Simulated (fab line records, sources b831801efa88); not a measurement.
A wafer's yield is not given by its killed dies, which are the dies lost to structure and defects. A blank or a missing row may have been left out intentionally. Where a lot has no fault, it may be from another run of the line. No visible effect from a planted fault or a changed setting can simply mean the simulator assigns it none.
Code-filled problem report in 8D (eight disciplines) form :: flow sky130 :: the parts of the form that need people (team, actions taken, sign-off) are left out

== 1. THE PROBLEM ==
SKY_VIA3_CMP_24, overpolish-run-s: mean 27.178 s over 1 wafer from 1 lot; wafers with no fault: 20.000 s, standard deviation 0.0089. That is +99 or more standard deviations from the usual mean.
The step: polishes, stops on SiO2, t overpolish 20 s, target thk 0 nm.
First observed at day 43 21:30: wafer L239.3, on cmp-01. The record holds 36 wafers of 12 lots with a number at this step. Rule for "out", or "out of limits": more than 4 standard deviations from the usual mean. The other wafers with a number count as sound.

== 2. WHAT IT IS, AND WHAT IT ISN'T ==
question: which readings at this step
is: overpolish-run-s
is not: head-pressure-psi, motor-current-A, time-to-endpoint-s

question: which lots
is: L239
is not: L224, L226, L229, L231, L232, L234, L235, L237, L238, L244, L246

question: which wafers of those lots
is: L239.3
is not: L239.2, L239.4

question: read on which tools
is: cmp-01
is not: cmp-02

question: when
is: from day 43 21:30
is not: up to then (29 sound wafers); but 6 sound wafers of L244, L246 came after

== 3. WHAT RULES OUT EACH SUSPECT ==
Counting: if a tool at a process step up to the reading ran every lot that is out, it stays a suspect. Sound lots after the first of them don't rule it out here, since some wafers of a struck lot are sound.
- cmp-01 at SKY_VIA3_CMP_24 (polishes, stops on SiO2, t overpolish 20 s, target thk 0 nm): kept. The lot that is out, L239, ran on it at day 43 21:30; the last sound lot it ran before that was L238, at day 43 15:35. Out on those wafers are its own readings of overpolish-run-s.
- At SKY_VIA3_CMP_24, inside cmp-01: chamber 1 took the wafers that are out, while their sound lot-mates went through chambers 0, 3.
Left after counting: cmp-01 at SKY_VIA3_CMP_24.

== 4. THE CAUSE (what the simulator had put in) ==
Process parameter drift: cmp-01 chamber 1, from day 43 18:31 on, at SKY_VIA3_CMP_24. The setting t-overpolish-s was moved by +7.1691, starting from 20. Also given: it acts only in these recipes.
Only this tool survived the counting.

== 5. THE CHAIN OF EFFECTS, in route order ==
One row per reading whose mean, taken over the struck wafers that have a number, lies over 3 standard deviations from the usual. Scope: only readings with a usual standard deviation given in the record; hours: median across lots of the time from each lot's start at the first step in this table that gives one to its start at this step; sigmas: change in usual standard deviations.
hours: 0
step: SKY_VIA3_CMP_24
reading: overpolish-run-s
usual: 20.000 s
on struck wafers: 27.178
change: +7.178
sigmas: +99 or more
Process steps it contains:
- SKY_VIA3_CMP_24: polishes, stops on SiO2, t overpolish 20 s, target thk 0 nm.

== 6. HOW IT WOULD HAVE BEEN CAUGHT EARLIER ==
In this record no reading fell out of limits until day 43 21:30, 3 hours after the fault had begun at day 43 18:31.
